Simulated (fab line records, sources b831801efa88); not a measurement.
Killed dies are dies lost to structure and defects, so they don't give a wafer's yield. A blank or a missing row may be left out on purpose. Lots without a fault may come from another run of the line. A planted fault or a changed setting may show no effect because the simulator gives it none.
A struck lot beside a sound one | flow sky130 | 16 steps out of a route of 708
Sound: wafers L505.2, L505.4, L505.5. Struck: wafers L521.2, L521.4. The cause comes at the end.
At each step with rows: each side's tool, then ch and its chambers, then its first start. Under that, the readings that differ: sound wafers | struck wafers | difference of the means | sigmas: that difference in standard deviations of wafers without a fault.
alike: readings whose means differ by less than 2 such deviations, and words and numbers that are the same on both sides. not compared: withheld readings, readings that some wafer has no value for, bounds like >300 that may hide the same value, and numbers for which the record gives no deviation and whose values overlap.
The two part at a step that has a row with sigmas, a row that says differs or no value, or rows on one side only. Numbers that don't overlap but have no deviation are shown without sigmas and don't part them. A reading that every wafer of one side lacks parts them only if that side has two wafers or more.

SKY_NWELL_OVL_MEAS_10:
  sound on overlay-01, day 4 13:28; struck on overlay-02, day 8 06:16
  alike: NWELL_00_OVL
then, 3 steps without rows for these wafers: SKY_NWELL_IMPLANT_11; SKY_NWELL_IMPLANT_12; SKY_NWELL_IMPLANT_13.
SKY_NWELL_STRIP_14: strips in O2/N2.
  sound on plasma_asher-02 ch 1, day 4 13:57; struck on plasma_asher-04 ch 0, day 8 06:45
  alike: drypump_motor_current_A, oes_product_au, strip_time_to_endpoint_s
  not compared: rf_hours_counter_h
SKY_NWELL_TW_MEAS_15:
  sound on film_metro-01, day 4 14:04; struck on film_metro-03, day 8 06:52
  reading  | sound          | struck    | difference | sigmas
  NWELL_TW | 1811 1802 1801 | 1824 1838 | +26        | +2
then, 6 steps without rows for these wafers: SKY_NWELL_DEHYDRATE_16 (time 60 s); SKY_NWELL_HMDS_17 (prime time 60 s); SKY_NWELL_COAT_18 (resist thk 3000 nm); SKY_NWELL_SOFTBAKE_19; SKY_NWELL_EXPOSE_20 (exposes mask NWM COMPLEMENT, target cd 840 nm); SKY_NWELL_PEB_21.
SKY_NWELL_DEVELOP_22: develop time 60 s.
  sound on litho_track-04 ch 0, day 5 07:00; struck on litho_track-01 ch 0, day 9 03:00
  alike: chill_plate_temp_C
SKY_NWELL_OVL_MEAS_23:
  sound on overlay-01, day 5 07:10; struck on overlay-01, day 9 03:43
  reading           | sound       | struck | difference                    | sigmas
  NWELL_01_OVL (nm) | 1.4 1.1 0.5 | - -    | no value on the struck wafers |
then, 1 step without rows for these wafers: SKY_NWELL_IMPLANT_24.
-- the record jumps here: 41 days lie between the struck wafers' starts before and after (it left off in module NWELL and takes up again in module PAD_OPEN, whose first step shown is number 708 of the route) --
SKY_PAD_OPEN_PROBE_99:
  sound on prober-01, day 46 04:44; struck on prober-01, day 50 01:35
  reading             | sound    | struck                                            | difference                   | sigmas
  hold                | - - -    | await_dispo/4.4h/release await_dispo/4.4h/release | no value on the sound wafers |
  killed_at_front_end | 19 18 19 | 430 427                                           | +410                         | +91
  killed_dies         | 85 92 90 | 492 492                                           | +403                         | +46
  killed_on_rim       | 14 19 18 | 96 96                                             | +79                          | +23
  alike: killed_at_M0_to_M3, killed_at_M4_up, killed_at_contacts, killed_at_other, killed_open, killed_short

WHERE THEY PART
First at SKY_NWELL_TW_MEAS_15; last, within this record, at SKY_PAD_OPEN_PROBE_99.

WHY: what the simulator had put in
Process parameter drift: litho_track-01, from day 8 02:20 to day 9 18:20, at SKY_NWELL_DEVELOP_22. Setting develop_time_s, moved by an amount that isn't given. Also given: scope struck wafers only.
